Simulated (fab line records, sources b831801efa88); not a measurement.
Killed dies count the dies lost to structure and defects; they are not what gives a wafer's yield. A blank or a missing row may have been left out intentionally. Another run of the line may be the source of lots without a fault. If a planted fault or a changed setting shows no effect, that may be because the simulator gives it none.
Which tool did it? ; flow sky130 ; 12 lots with 36 wafers sampled at 2 steps, on a route of 708 steps

## WHAT EACH GAUGE READ, for each wafer
SKY_VIA3_BOW_MEAS_03. Usual: VIA3_BOW gives 80 um (standard deviation 7.5).
lot;measured;on;VIA3_BOW (um);flag
L288;day 38 07:04;filmMetro-03;83 74 76;
L289;day 38 22:47;filmMetro-01;76 90 65;
L291;day 39 18:23;filmMetro-03;87 86 83;
L296;day 40 23:37;filmMetro-04;78 72 81;
L297;day 41 07:28;filmMetro-03;86 80 69;
L302;day 42 19:53;filmMetro-01;78 85 78;
L303;day 43 08:02;filmMetro-01;76 76 85;
L306;day 44 01:25;filmMetro-01;80 64 67;
L308;day 44 14:05;filmMetro-03;83 87 89;
L309;day 44 16:36;filmMetro-03;72 84 77;
L310;day 44 20:23;filmMetro-03;74 74 86;
L311;day 45 15:36;filmMetro-03;74 64 69;

SKY_METAL4_OVL_MEAS_14. Usual: METAL4_OVL gives -3 nm (standard deviation 5.6).
lot;measured;on;METAL4_OVL (nm);flag
L288;day 41 10:56;overlay-01;-8 -5 -6;
L289;day 42 02:18;overlay-01;4 -4 -3;
L291;day 42 20:02;overlay-02;0 2 -3;
L296;day 43 23:14;overlay-02;-13 -11 -16;
L297;day 44 07:22;overlay-02;0 3 0;
L302;day 45 17:02;overlay-01;-3 -7 -1;
L303;day 46 04:01;overlay-01;5 5 3;
L306;day 46 19:00;overlay-02;2 9 6;
L308;day 47 06:58;overlay-02;-1 -1 -2;
L309;day 47 09:49;overlay-02;-8 -10 -4;
L310;day 47 13:15;overlay-01;0 -2 -6;
L311;day 48 06:31;overlay-02;-7 -3 -12;

## TOOL THAT RAN EACH LOT (tool first, then ch and the chambers of the sampled wafers, then the start)
The record holds no process step before these readings.

## AS READ BY THE TOOLS THEMSELVES (means over the sampled wafers that have a number; for cases with no such wafer, the mark the record gives instead)
The record holds no such reading with a usual standard deviation.

## THE ANSWER, worked out from the rows above alone
Rule: take the mean of a lot's wafers that have a number; if it is more than 3 standard deviations from the usual mean, the lot is off. Also off: a lot with no number at a reading for which 4 or more lots have one. Where the step has rows for the other lots, those lots are counted as sound. First the gauges in route order, then the tools' own readings, where a lot's mean is used as printed above. The first step at which some lot is off is used, and at that step the reading that is off furthest; a lot without a number counts as furthest.
Nothing can be told from this: no lot is off at any reading shown.

## WHAT HAD BEEN PUT IN BY THE SIMULATOR
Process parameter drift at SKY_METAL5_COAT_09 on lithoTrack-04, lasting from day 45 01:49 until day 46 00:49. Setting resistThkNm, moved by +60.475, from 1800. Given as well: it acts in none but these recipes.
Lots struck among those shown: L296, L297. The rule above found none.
